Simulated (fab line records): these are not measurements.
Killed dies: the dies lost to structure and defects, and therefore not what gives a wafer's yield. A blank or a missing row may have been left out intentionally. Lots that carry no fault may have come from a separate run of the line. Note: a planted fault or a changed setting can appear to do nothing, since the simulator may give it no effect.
A single fault, viewed from 2 desks -- flow gf180mcu -- only its own numbers are on each desk; what lay behind them is given at the end

THE METROLOGY DESK
What the gauges read for every lot (on any tool): the sampled wafers with a number, averaged. Any lot whose mean is over 4 standard deviations away from the usual mean is out of limits and marked OUT; that distance is given in the brackets.
Columns: A = cd nm at GF_M2_CD_MEAS_14, usual 279.8 nm; B = V2_CVD_02_THK at GF_V2_THK_MEAS_03, usual 847 nm; C = V2_OVL at GF_V2_OVL_MEAS_15, usual 0 nm
lot,first seen here,A,B,C
L240,day 18 07:13,279.8,848,0
L241,day 18 12:31,279.3,846,-1
L242,day 19 10:58,280.7,841,2
L244,day 19 18:56,279.2,840,-3
L245,day 20 05:28,280.6,845,3
L246,day 22 23:20,278.0,840,-1
L247,day 23 02:59,279.2,841,-1
L250,day 23 06:07,281.9,840,7
L249,day 23 08:47,278.4,848,2
L251,day 23 11:03,278.7,849,-3
L253,day 24 00:59,280.9,837,9
L258,day 26 01:50,279.2,768 (-7.9) OUT,6
L260,day 26 15:39,281.6,766 (-8.1) OUT,-1
L263,day 27 11:08,280.1,864,5
Per this desk, out of limits: L258, L260; the first was L258, day 26 02:50 (V2_CVD_02_THK at GF_V2_THK_MEAS_03). In limits: L240, L241, L242, L244, L245, L246, L247, L250, L249, L251, L253, L263.

FOR THE TOOL OWNER'S DESK: pecvd-04
The tool's own readings at GF_V2_CVD_02 (deposits SiO2 from TEOS, target thk 850 nm, time 94.851 s): means of the sampled wafers that have a number, for each lot that ran on this tool. Any lot whose mean is over 4 standard deviations away from the usual mean is out of limits and marked OUT; that distance is given in the brackets.
Columns: A = heater power w at GF_V2_CVD_02, usual 681 W
lot,first seen here,A
L244,day 19 19:56,568
L246,day 23 00:28,650
L247,day 23 04:02,714
L250,day 23 07:22,609
L253,day 24 01:56,693
L258,day 26 02:46,644
L260,day 26 16:41,734
This desk found nothing out of limits on any of the 7 lots.

BROUGHT TOGETHER
The metrology desk could have raised an alarm at day 26 02:50, on L258, L260.
The desk of the tool owner found nothing out of limits.
Tool owner's desk: L258, L260 on record, inside its limits.
The lots listed all ran GF_V2_CVD_02 on pecvd-04.

WHAT THE SIMULATOR HAD INSERTED
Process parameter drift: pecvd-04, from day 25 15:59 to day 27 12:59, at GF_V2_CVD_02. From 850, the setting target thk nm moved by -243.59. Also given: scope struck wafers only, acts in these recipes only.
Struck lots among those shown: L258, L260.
Delay in hours, fault start to first out-of-limits reading, per desk: metrology desk 11.
